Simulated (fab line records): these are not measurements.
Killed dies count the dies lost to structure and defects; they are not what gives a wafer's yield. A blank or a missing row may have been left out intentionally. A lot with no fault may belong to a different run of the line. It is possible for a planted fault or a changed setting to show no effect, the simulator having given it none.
Which tool did it? ; flow sky130 ; 12 lots with 36 wafers sampled at 6 steps, on a route of 708 steps

## WHAT EACH GAUGE READ, for each wafer
SKY_LDD_HVP_OVL_MEAS_07. Usual: for LDD_HVP_OVL the level is -1.3 nm and the standard deviation is 1.5.
lot;measured;on;LDD_HVP_OVL (nm);flag
L127;day 21 16:59;overlay-02;-2.4 -2.6 -3.8;
L130;day 22 20:45;overlay-02;-4.5 0.1 -1.3;
L131;day 22 21:05;overlay-01;-2.2 -0.4 -1.7;
L134;day 24 22:13;overlay-01;1.0 0.8 -0.5;
L135;day 24 23:02;overlay-02;1.6 0.4 0.1;
L136;day 25 03:50;overlay-01;-1.0 -0.7 -1.1;
L137;day 25 10:44;overlay-01;-2.6 -2.4 -2.6;
L139;day 26 09:13;overlay-02;1.7 2.2 0.0;
L143;day 27 09:14;overlay-01;-1.3 -0.4 -0.8;
L145;day 28 05:37;overlay-02;1.1 1.5 0.0;
L149;day 29 05:16;overlay-02;-1.7 -3.2 -3.0;
L150;day 29 15:14;overlay-02;-1.1 0.1 0.1;

SKY_POLY_CUT_OVL_MEAS_09. Usual: for POLY_CUT_OVL the level is 2 nm and the standard deviation is 4.8.
lot;measured;on;POLY_CUT_OVL (nm);flag
L127;day 24 08:44;overlay-01;2 3 -7;
L130;day 25 11:11;overlay-01;9 -4 8;
L131;day 25 13:09;overlay-02;11 3 3;
L134;day 27 13:17;overlay-02;2 2 2;
L135;day 27 13:28;overlay-01;4 5 -2;
L136;day 27 15:38;overlay-02;-13 -2 -7;
L137;day 27 23:21;overlay-01;11 9 10;
L139;day 28 20:29;overlay-01;5 3 6;
L143;day 29 21:08;overlay-01;-2 2 -2;
L145;day 30 16:25;overlay-01;-5 -4 1;
L149;day 31 13:17;overlay-01;-2 0 3;
L150;day 32 01:20;overlay-02;-8 1 -6;

SKY_SD_N_OVL_MEAS_08. Usual: for SD_N_OVL the level is -1.7 nm and the standard deviation is 1.4.
lot;measured;on;SD_N_OVL (nm);flag
L127;day 28 00:26;overlay-01;-2.6 -2.1 -3.6;
L130;day 29 01:40;overlay-01;-2.9 -3.8 -4.2;
L131;day 29 03:56;overlay-01;-0.9 -2.8 -1.2;
L134;day 31 00:58;overlay-01;-2.8 0.6 -1.9;
L135;day 31 02:19;overlay-02;-1.5 -3.8 -2.4;
L136;day 31 05:19;overlay-01;-1.3 -1.8 -1.4;
L137;day 31 12:02;overlay-01;-3.4 -3.9 -2.0;
L139;day 32 08:14;overlay-02;-2.0 -3.2 -1.6;
L143;day 33 06:05;overlay-02;-1.6 -2.6 -3.3;
L145;day 34 02:11;overlay-01;0.5 0.0 -1.8;
L149;day 34 21:08;overlay-02;-2.8 -1.2 -2.2;
L150;day 35 09:28;overlay-01;-2.0 -1.2 -1.4;

SKY_SD_N_RS_MEAS_16: a four-point-probe measurement. Usual: for SD_N_RS the level is 68.58 ohm/sq and the standard deviation is 0.12.
lot;measured;on;SD_N_RS (ohm/sq);flag
L127;day 28 01:10;filmMetro-04;68.77 68.70 68.83;
L130;day 29 02:23;filmMetro-04;68.66 68.57 68.67;
L131;day 29 04:40;filmMetro-04;68.53 68.58 68.54;
L134;day 31 01:43;filmMetro-04;68.64 68.69 68.64;
L135;day 31 03:03;filmMetro-02;68.42 68.52 68.33;
L136;day 31 06:02;filmMetro-04;68.56 68.76 68.42;
L137;day 31 12:46;filmMetro-01;68.43 68.33 68.39;
L139;day 32 08:58;filmMetro-01;68.61 68.63 68.54;
L143;day 33 07:41;filmMetro-01;63.58 63.71 63.71;OFF
L145;day 34 03:17;filmMetro-04;63.78 63.86 63.71;OFF
L149;day 34 21:53;filmMetro-01;68.54 68.52 68.39;
L150;day 35 10:12;filmMetro-02;68.66 68.71 68.63;

## WHAT TOOL EACH LOT RAN ON (gives the tool, then ch and the chambers of the sampled wafers, and finally the start)
lot;SKY_SD_N_IMPLANT_09;SKY_SD_N_STRIP_11
L127;implanter-02 ch 0, day 28 00:29;plasmaAsher-04 ch 0,1, day 28 00:47
L130;implanter-01 ch 0, day 29 01:42;plasmaAsher-01 ch 0,1, day 29 02:00
L131;implanter-03 ch 0, day 29 03:59;plasmaAsher-02 ch 0,1, day 29 04:16
L134;implanter-02 ch 0, day 31 01:02;plasmaAsher-04 ch 0,1, day 31 01:19
L135;implanter-01 ch 0, day 31 02:23;plasmaAsher-04 ch 0,1, day 31 02:40
L136;implanter-01 ch 0, day 31 05:21;plasmaAsher-01 ch 0,1, day 31 05:39
L137;implanter-02 ch 0, day 31 12:05;plasmaAsher-04 ch 0,1, day 31 12:22
L139;implanter-03 ch 0, day 32 08:17;plasmaAsher-01 ch 0,1, day 32 08:34
L143;implanter-01 ch 0, day 33 06:07;plasmaAsher-02 ch 0,1, day 33 07:08
L145;implanter-03 ch 0, day 34 02:14;plasmaAsher-01 ch 0,1, day 34 02:51
L149;implanter-03 ch 0, day 34 21:12;plasmaAsher-01 ch 0,1, day 34 21:29
L150;implanter-01 ch 0, day 35 09:31;plasmaAsher-04 ch 0,1, day 35 09:48
- SKY_SD_N_IMPLANT_09
- SKY_SD_N_STRIP_11: strips in O2/N2.

## AS READ BY THE TOOLS THEMSELVES (means over the sampled wafers that have a number; for cases with no such wafer, the mark the record gives instead)
SKY_SD_N_STRIP_11. Usual: drypumpMotorCurrentA 5.9 A, standard deviation 0.66; oesProductAu 0.528 a.u., standard deviation 0.0045; stripTimeToEndpointS 22.55 s, standard deviation 0.043.
lot;tool;drypumpMotorCurrentA (A);oesProductAu (a.u.);stripTimeToEndpointS (s);flag
L127;plasmaAsher-04;6.3;0.529;22.60;
L130;plasmaAsher-01;5.6;0.527;22.58;
L131;plasmaAsher-02;5.6;0.528;22.59;
L134;plasmaAsher-04;6.3;0.524;22.55;
L135;plasmaAsher-04;6.3;0.530;22.61;
L136;plasmaAsher-01;6.1;0.527;22.50;
L137;plasmaAsher-04;6.3;0.527;22.48;
L139;plasmaAsher-01;6.0;0.530;22.61;
L143;plasmaAsher-02;5.1;0.512;23.83;OFF
L145;plasmaAsher-01;5.6;0.513;23.86;OFF
L149;plasmaAsher-01;6.0;0.527;22.56;
L150;plasmaAsher-04;6.3;0.528;22.50;

## THE ANSWER, worked out from the rows above alone
Rule: take the mean of a lot's wafers that have a number; if it is more than 3 standard deviations from the usual mean, the lot is off. Also off: a lot with no number at a reading for which 4 or more lots have one. Any other lot the step has rows for is counted as sound. First the gauges in route order, then the tools' own readings, where a lot's mean is used as printed above. At the first step where some lot is off, the reading lying furthest off is the one used; lots without a number count as furthest.
Off: at SKY_SD_N_RS_MEAS_16 (SD_N_RS), L143, L145.
If a tool, at a process step before that reading, ran all the lots that are off and no sound lot after the first of them, it fits. Not tried: the gauges at SKY_SD_N_RS_MEAS_16; whatever is off there is also off at SKY_SD_N_STRIP_11, on other tools, and gauge error can't account for it. No candidate that was tried fits.

## WHAT WAS PUT IN BY THE SIMULATOR
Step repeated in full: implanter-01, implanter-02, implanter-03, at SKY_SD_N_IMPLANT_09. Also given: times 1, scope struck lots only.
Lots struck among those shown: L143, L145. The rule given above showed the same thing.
